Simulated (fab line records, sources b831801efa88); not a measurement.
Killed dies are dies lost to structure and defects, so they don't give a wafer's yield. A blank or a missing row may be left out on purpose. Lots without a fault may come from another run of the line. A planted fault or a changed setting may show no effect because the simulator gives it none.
Tool commonality check | flow gf180mcu | 12 lots, 39 wafers sampled

WHY IT WAS OPENED
At GF_DNWELL_TW_MEAS_09 the reading DNWELL_TW is flagged on 1 of 12 lots. Wafers without a fault read 1347, standard deviation 11.
Rule: a lot is flagged when every wafer of it that has a number lies more than 4 standard deviations from that mean, or none has a number. The other lots count as sound.

lot  | measured    | on            | DNWELL_TW, wafer by wafer | flag
L923 | day 3 05:11 | film_metro-03 | 1357 1361 1353            |
L926 | day 3 22:45 | film_metro-01 | 30 30 31 30 30 30         | FLAGGED
L930 | day 4 18:47 | film_metro-04 | 1355 1349 1360            |
L931 | day 5 04:28 | film_metro-03 | 1362 1360 1353            |
L932 | day 5 07:24 | film_metro-01 | 1340 1339 1329            |
L933 | day 5 11:51 | film_metro-01 | 1336 1332 1340            |
L935 | day 5 20:59 | film_metro-01 | 1347 1335 1340            |
L936 | day 6 03:06 | film_metro-04 | 1340 1341 1345            |
L937 | day 6 07:28 | film_metro-01 | 1350 1345 1348            |
L938 | day 6 13:19 | film_metro-01 | 1335 1338 1340            |
L939 | day 6 18:12 | film_metro-01 | 1338 1336 1336            |
L940 | day 7 00:50 | film_metro-03 | 1353 1356 1354            |
The numbers of the flagged lots are 30 on average: -1317 against the usual, or -99 or more standard deviations.

WHICH TOOL RAN EACH LOT
The record holds 1 process step before the reading, out of a route of 602 steps. In each cell: the tool, then ch and the chambers that the sampled wafers went through, then the start.
lot  | flag    | GF_DNWELL_EXPOSE_04
L923 |         | iline_stepper-01 ch 0, day 2 22:25
L926 | FLAGGED | iline_stepper-01 ch 0, day 3 16:23
L930 |         | iline_stepper-02 ch 0, day 4 11:59
L931 |         | iline_stepper-02 ch 0, day 4 20:59
L932 |         | iline_stepper-01 ch 0, day 5 00:11
L933 |         | iline_stepper-01 ch 0, day 5 04:56
L935 |         | iline_stepper-02 ch 0, day 5 13:25
L936 |         | iline_stepper-02 ch 0, day 5 19:25
L937 |         | iline_stepper-02 ch 0, day 5 23:41
L938 |         | iline_stepper-01 ch 0, day 6 05:11
L939 |         | iline_stepper-01 ch 0, day 6 10:25
L940 |         | iline_stepper-01 ch 0, day 6 17:46
What these steps do:
- GF_DNWELL_EXPOSE_04: exposes mask DNWELL, target cd 1700 nm.
- GF_DNWELL_TW_MEAS_09

FLAGGED OVER TOTAL, TOOL BY TOOL (the gauges that took the reading come last)
step                 | tool             | lots run | flagged | share of the flagged lots | sound lots run after its first flagged lot
GF_DNWELL_EXPOSE_04  | iline_stepper-01 | 7        | 1       | all                       | 5 (L932,L933,L938,L939,L940)
GF_DNWELL_EXPOSE_04  | iline_stepper-02 | 5        | 0       | none                      | -
GF_DNWELL_TW_MEAS_09 | film_metro-01    | 7        | 1       | all                       | 6 (L932,L933,L935,L937,L938,L939)
GF_DNWELL_TW_MEAS_09 | film_metro-03    | 3        | 0       | none                      | -
GF_DNWELL_TW_MEAS_09 | film_metro-04    | 2        | 0       | none                      | -

WHAT THE TABLE ALLOWS
2 rows of the table ran every flagged lot: iline_stepper-01 at GF_DNWELL_EXPOSE_04, film_metro-01 at GF_DNWELL_TW_MEAS_09.
- iline_stepper-01 at GF_DNWELL_EXPOSE_04: 1 of its 7 lots flagged. Sound lots ran on it after the first flagged one (L932, L933, L938, L939, L940), which a lasting fault on the whole tool wouldn't allow.
- film_metro-01 at GF_DNWELL_TW_MEAS_09: 1 of its 7 lots flagged. Sound lots ran on it after the first flagged one (L932, L933, L935, L937, L938, L939), which a lasting fault on the whole tool wouldn't allow.
No row of the table ran every flagged lot and no sound lot after the first.

WHAT THE SIMULATOR HAD PUT IN
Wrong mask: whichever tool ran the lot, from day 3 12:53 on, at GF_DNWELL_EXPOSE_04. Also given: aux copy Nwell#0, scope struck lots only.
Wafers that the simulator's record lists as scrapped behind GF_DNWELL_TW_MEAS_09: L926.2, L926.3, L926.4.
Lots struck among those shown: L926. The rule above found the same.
